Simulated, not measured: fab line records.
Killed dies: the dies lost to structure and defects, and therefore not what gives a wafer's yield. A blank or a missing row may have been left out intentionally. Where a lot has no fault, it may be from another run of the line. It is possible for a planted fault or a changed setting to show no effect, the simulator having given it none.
Commonality check across tools | flow sky130 | 12 lots, 36 wafers sampled

== REASON FOR OPENING ==
Of 12 lots, 2 have the reading VIA4_HDPCVD_THK flagged at SKY_VIA4_THK_MEAS_01. No-fault wafers: 1747 nm, standard deviation 20.
Rule: a lot is flagged in two cases, either no wafer of it has a number, or all its wafers with numbers fall more than 4 standard deviations from that mean. As for the other lots, they are considered sound.

lot  | measured     | on            | VIA4_HDPCVD_THK (nm), wafer by wafer | flag
L383 | day 41 23:18 | film-metro-02 | 1733 1748 1719                       |
L384 | day 42 05:14 | film-metro-02 | 1731 1726 1737                       |
L386 | day 43 03:39 | film-metro-03 | 1753 1756 1709                       |
L389 | day 43 19:12 | film-metro-04 | 2761 2761 2788                       | FLAGGED
L390 | day 44 04:51 | film-metro-02 | 2762 2808 2774                       | FLAGGED
L391 | day 44 12:29 | film-metro-04 | 1741 1750 1776                       |
L393 | day 46 14:05 | film-metro-04 | 1728 1746 1770                       |
L399 | day 47 02:19 | film-metro-03 | 1763 1749 1768                       |
L400 | day 47 03:01 | film-metro-03 | 1770 1744 1745                       |
L402 | day 47 07:54 | film-metro-03 | 1759 1755 1765                       |
L401 | day 47 07:54 | film-metro-04 | 1748 1766 1752                       |
L404 | day 47 23:35 | film-metro-02 | 1759 1760 1743                       |
The numbers of the flagged lots are 2776 nm on average: +1029 nm against the usual, or +51 standard deviations.

== WHICH TOOL EACH LOT WENT THROUGH ==
2 process steps preceding the reading are held in the record, out of 708 steps in the route. In each cell: the tool, then ch and the chambers that the sampled wafers went through, then the start.
lot  | flag    | SKY_METAL3_DESCUM_15              | SKY_VIA4_HDPCVD_00
L383 |         | rie-metal-02 ch 0,1, day 38 15:15 | hdpcvd-02 ch 0,1,2, day 41 23:11
L384 |         | rie-metal-02 ch 0,1, day 38 22:53 | hdpcvd-01 ch 0,1,2, day 42 05:04
L386 |         | rie-metal-02 ch 0,1, day 39 22:55 | hdpcvd-02 ch 0,1, day 43 03:28
L389 | FLAGGED | rie-metal-04 ch 0,1, day 40 17:56 | hdpcvd-02 ch 0,1, day 43 19:01
L390 | FLAGGED | rie-metal-03 ch 0,1, day 41 02:30 | hdpcvd-02 ch 0,2, day 44 04:40
L391 |         | rie-metal-03 ch 0,1, day 41 11:26 | hdpcvd-01 ch 0,1,2, day 44 12:19
L393 |         | rie-metal-02 ch 0,1, day 43 17:35 | hdpcvd-01 ch 1,2, day 46 13:55
L399 |         | rie-metal-02 ch 0,1, day 44 06:42 | hdpcvd-02 ch 0,1,2, day 47 02:08
L400 |         | rie-metal-03 ch 0,1, day 44 07:51 | hdpcvd-02 ch 0,2, day 47 02:50
L402 |         | rie-metal-03 ch 0,1, day 44 13:11 | hdpcvd-02 ch 1,2, day 47 07:43
L401 |         | rie-metal-04 ch 0,1, day 44 13:30 | hdpcvd-01 ch 0,1,2, day 47 07:43
L404 |         | rie-metal-02 ch 0,1, day 45 04:09 | hdpcvd-02 ch 0,1,2, day 47 23:28
What these steps do:
- SKY_METAL3_DESCUM_15: chemistry O2, time 8 s.
- SKY_VIA4_HDPCVD_00: deposits SiO2, target thk 1750 nm, time 291.7 s.
- SKY_VIA4_THK_MEAS_01

== FLAGGED AGAINST TOTAL, ONE TOOL AT A TIME (gauges that did the reading follow at the end) ==
step                 | tool          | lots run | flagged | share of the flagged lots | sound lots run after its first flagged lot
SKY_METAL3_DESCUM_15 | rie-metal-02  | 6        | 0       | none                      | -
SKY_METAL3_DESCUM_15 | rie-metal-03  | 4        | 1       | some                      | 3 (L391,L400,L402)
SKY_METAL3_DESCUM_15 | rie-metal-04  | 2        | 1       | some                      | 1 (L401)
SKY_VIA4_HDPCVD_00   | hdpcvd-01     | 4        | 0       | none                      | -
SKY_VIA4_HDPCVD_00   | hdpcvd-02     | 8        | 2       | all                       | 4 (L399,L400,L402,L404)
SKY_VIA4_THK_MEAS_01 | film-metro-02 | 4        | 1       | some                      | 1 (L404)
SKY_VIA4_THK_MEAS_01 | film-metro-03 | 4        | 0       | none                      | -
SKY_VIA4_THK_MEAS_01 | film-metro-04 | 4        | 1       | some                      | 3 (L391,L393,L401)

== WHAT THE TABLE ALLOWS ==
All flagged lots share 1 row of the table, namely hdpcvd-02 at SKY_VIA4_HDPCVD_00.
- hdpcvd-02 at SKY_VIA4_HDPCVD_00 ran 8 lots, 2 of them flagged. Sound lots followed the first flagged one (L399, L400, L402, L404) on it, something a lasting fault affecting the whole tool could not allow.
Every row of the table either missed a flagged lot or ran a sound lot after the first.

== WHAT THE SIMULATOR PUT IN ==
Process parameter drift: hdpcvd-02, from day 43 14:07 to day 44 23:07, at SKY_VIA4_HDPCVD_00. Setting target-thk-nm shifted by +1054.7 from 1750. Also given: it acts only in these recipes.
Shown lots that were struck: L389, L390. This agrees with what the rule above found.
